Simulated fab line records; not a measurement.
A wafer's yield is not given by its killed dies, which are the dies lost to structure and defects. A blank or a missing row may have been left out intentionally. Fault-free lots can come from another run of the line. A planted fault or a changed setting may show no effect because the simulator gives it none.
Which of the tools did it? || flow sky130 || 6 lots with 18 wafers sampled at 2 steps, on a route of 708 steps

== WHAT EACH GAUGE READ, for each wafer ==
SKY_LDD_HVN_TW_MEAS_10.
{"lot": "L116", "measured": "day 20 23:13", "on": "film-metro-01", "LDD_HVN_TW": "1422 1422 1418"}
{"lot": "L120", "measured": "day 22 14:24", "on": "film-metro-01", "LDD_HVN_TW": "1260 1255 1256"}
{"lot": "L128", "measured": "day 25 16:04", "on": "film-metro-01", "LDD_HVN_TW": "1438 1434 1432"}
{"lot": "L130", "measured": "day 26 05:11", "on": "film-metro-03", "LDD_HVN_TW": "1438 1448 1441"}
{"lot": "L132", "measured": "day 26 15:43", "on": "film-metro-03", "LDD_HVN_TW": "1438 1439 1437"}
{"lot": "L136", "measured": "day 28 00:56", "on": "film-metro-04", "LDD_HVN_TW": "1429 1433 1427"}

== WHICH TOOL RAN EACH LOT (tool, then ch and the chambers of the sampled wafers, then the start) ==
{"lot": "L116", "SKY_LDD_HVN_IMPLANT_08": "implanter-03 ch 0, day 20 22:49"}
{"lot": "L120", "SKY_LDD_HVN_IMPLANT_08": "implanter-04 ch 0, day 22 14:09"}
{"lot": "L128", "SKY_LDD_HVN_IMPLANT_08": "implanter-04 ch 0, day 25 15:49"}
{"lot": "L130", "SKY_LDD_HVN_IMPLANT_08": "implanter-04 ch 0, day 26 04:58"}
{"lot": "L132", "SKY_LDD_HVN_IMPLANT_08": "implanter-04 ch 0, day 26 15:28"}
{"lot": "L136", "SKY_LDD_HVN_IMPLANT_08": "implanter-01 ch 0, day 28 00:42"}
- SKY_LDD_HVN_IMPLANT_08

== THE ANSWER, worked out from the rows above alone ==
Rule: the usual values come from the lots themselves. Put in order of their means at a reading, lots are off if they are a third of the lots or fewer, leave a main group of 4 or more, and stand apart from it by a gap of 3 or more times the standard deviation of the main group's means; of several such gaps the widest counts. If all means in a main group match to the digits the tables above print for the reading, that group is not used. A lot without any number at a reading at which 4 lots or more have one is off too. The other lots that the step has rows for count as sound.
Off: L120, at SKY_LDD_HVN_TW_MEAS_10 (LDD_HVN_TW). The main group has a mean of 1433 with a standard deviation of 7.5.
A tool fits if, at a process step before that reading, it ran every lot that is off, and no sound lot after the first of them. Those tools and the gauges at SKY_LDD_HVN_TW_MEAS_10 are tried in the same way. Of those tried, none fits.

== WHAT THE SIMULATOR HAD PUT IN ==
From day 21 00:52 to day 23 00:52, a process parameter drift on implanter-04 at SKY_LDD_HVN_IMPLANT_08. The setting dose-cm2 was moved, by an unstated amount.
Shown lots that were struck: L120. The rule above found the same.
